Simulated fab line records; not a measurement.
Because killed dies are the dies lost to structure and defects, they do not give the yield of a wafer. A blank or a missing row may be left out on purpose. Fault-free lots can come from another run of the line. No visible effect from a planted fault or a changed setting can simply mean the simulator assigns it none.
A lot that was struck, set against a sound lot | flow gf180mcu | 15 out of 602 route steps
Sound: wafers L122.1, L122.3, L122.5. The struck wafers were L136.1, L136.4, L136.6. The cause is named last.
Each step with rows lists, per side, the tool, then ch with its chambers, then its first start. Under that, the readings that differ: sound wafers | struck wafers | difference of the means | sigmas: that difference in standard deviations of wafers without a fault.
alike: same words and numbers on both sides, and readings whose means sit less than 2 such deviations apart. not compared: any withheld reading, any reading some wafer has no value for, any bound like >300 that may hide the same value, and any number with overlapping values for which the record gives no deviation.
Wherever a step has rows on one side only, a row that says differs or no value, or a row with sigmas, the two part there. When numbers do not overlap yet have no deviation, they are printed without sigmas and do not part them. A reading that every wafer of one side lacks parts them only if that side has two wafers or more.

first, 3 steps without rows for these wafers: GF_V2_STRIP_18 (strips in O2/N2); GF_V2_STRIP_19 (strips in post etch residue remover, time 1200 s); GF_V2_CLEAN_20 (cleans in DIW).
GF_V2_SPUTTER_21: material Ti, target thk 15 nm, time 80.02 s.
  struck on pvd-sputter-04, day 25 19:35; sound on pvd-sputter-02, day 20 22:54
  alike: chamber-pressure-pa, substrate-temp-c, throttle-valve-pct
GF_V2_SPUTTER_22: material TiN, target thk 10 nm, time 40 s.
  struck on pvd-sputter-04, day 25 19:39; sound on pvd-sputter-02, day 20 22:58
  alike: chamber-pressure-pa, throttle-valve-pct
then, 1 step without rows for these wafers: GF_V2_CVD_23 (deposits W, target thk 350 nm, time 104.94 s).
GF_V2_RS_MEAS_24: the measuring method here is four-point-probe.
  struck on film-metro-04, day 25 19:48; sound on film-metro-01, day 20 23:07
  alike: V2_W_RS
GF_V2_THK_MEAS_25: measures by xrf.
  struck on film-metro-04, day 25 19:55; sound on film-metro-01, day 20 23:14
  alike: V2_W_THK
GF_V2_CMP_26: polishes, stops on SiO2, t overpolish 15 s, target thk 0 nm.
  sound on cmp-01 ch 0,2, day 20 23:20; struck on cmp-02 ch 1,2,3, day 25 20:05
  alike: head-pressure-psi, motor-current-A, overpolish-run-s, time-to-endpoint-s
then, 1 step without rows for these wafers: GF_M3_SPUTTER_00 (material Ti, target thk 37.5 nm, time 150 s).
GF_M3_SPUTTER_01: material TiN, target thk 30 nm, time 25 s.
  struck on pvd-sputter-03, day 25 20:23; sound on pvd-sputter-04, day 20 23:41
  alike: chamber-pressure-pa, throttle-valve-pct
then, 1 step without rows for these wafers: GF_M3_SPUTTER_02 (material AlCu, target thk 450 nm, time 23.9 s).
GF_M3_SPUTTER_03: material Ti, target thk 10 nm, time 6.7 s.
  struck on pvd-sputter-03, day 25 20:26; sound on pvd-sputter-04, day 20 23:45
  reading                               | sound             | struck            | difference | sigmas
  model.Ti_of_M3_SPUTTER_03.thk-nm (nm) | 10.19 10.12 10.17 | 13.07 13.01 13.12 | +2.91      |
  alike: chamber-pressure-pa, substrate-temp-c, throttle-valve-pct
GF_M3_SPUTTER_04: material TiN, target thk 50 nm, time 41.7 s.
  struck on pvd-sputter-03, day 25 20:28; sound on pvd-sputter-04, day 20 23:46
  alike: chamber-pressure-pa, throttle-valve-pct
GF_PASSIVATION_PROBE_99:
  the record holds rows for the sound wafers here (prober-01, day 29 12:48) but none for the struck ones

WHERE THEY PART
Only at GF_PASSIVATION_PROBE_99, as far as this record shows.

WHY: the cause the simulator had injected
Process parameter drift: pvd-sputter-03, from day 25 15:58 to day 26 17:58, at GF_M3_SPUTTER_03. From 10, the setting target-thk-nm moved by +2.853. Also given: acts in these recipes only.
